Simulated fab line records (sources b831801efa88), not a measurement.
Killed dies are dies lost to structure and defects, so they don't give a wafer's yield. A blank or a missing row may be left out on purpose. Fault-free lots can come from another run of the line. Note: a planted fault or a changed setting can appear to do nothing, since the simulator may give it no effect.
Which of the tools did it? | flow sky130 | 7 lots (21 wafers sampled), 1 step of a 708-step route

## WHAT THE GAUGES READ, wafer by wafer
SKY_POLY_GATE_CD_MEAS_13: target cd 150 nm.
lot  | measured     | on        | cd_nm (nm)
L710 | day 17 00:01 | cd_sem-02 | 150.1 149.7 149.2
L715 | day 19 05:26 | cd_sem-01 | 148.2 148.5 148.2
L719 | day 20 12:11 | cd_sem-02 | 150.0 152.2 150.5
L721 | day 21 16:56 | cd_sem-02 | 149.5 149.6 150.0
L722 | day 22 03:44 | cd_sem-02 | 150.7 150.4 150.0
L725 | day 22 13:58 | cd_sem-02 | 152.2 152.1 152.8
L727 | day 23 07:41 | cd_sem-01 | 153.6 152.1 152.8

## TOOL THAT RAN EACH LOT (tool first, then ch and the chambers of the sampled wafers, then the start)
The record shows no process step preceding these readings.

## THE ANSWER, worked out from the rows above alone
Rule: what is usual is taken from the lots themselves. Put in order of their means at a reading, lots are off if they are a third of the lots or fewer, leave a main group of 4 or more, and stand apart from it by a gap of 3 or more times the standard deviation of the main group's means; of several such gaps the widest counts. A main group whose means are all the same, to the digits that the tables above print for the reading, isn't used. A lot without any number at a reading at which 4 lots or more have one is off too. All remaining lots with rows at the step are treated as sound.
Across all readings shown, no lot is off: no conclusion can be drawn from this.

## WHAT HAD BEEN PUT IN BY THE SIMULATOR
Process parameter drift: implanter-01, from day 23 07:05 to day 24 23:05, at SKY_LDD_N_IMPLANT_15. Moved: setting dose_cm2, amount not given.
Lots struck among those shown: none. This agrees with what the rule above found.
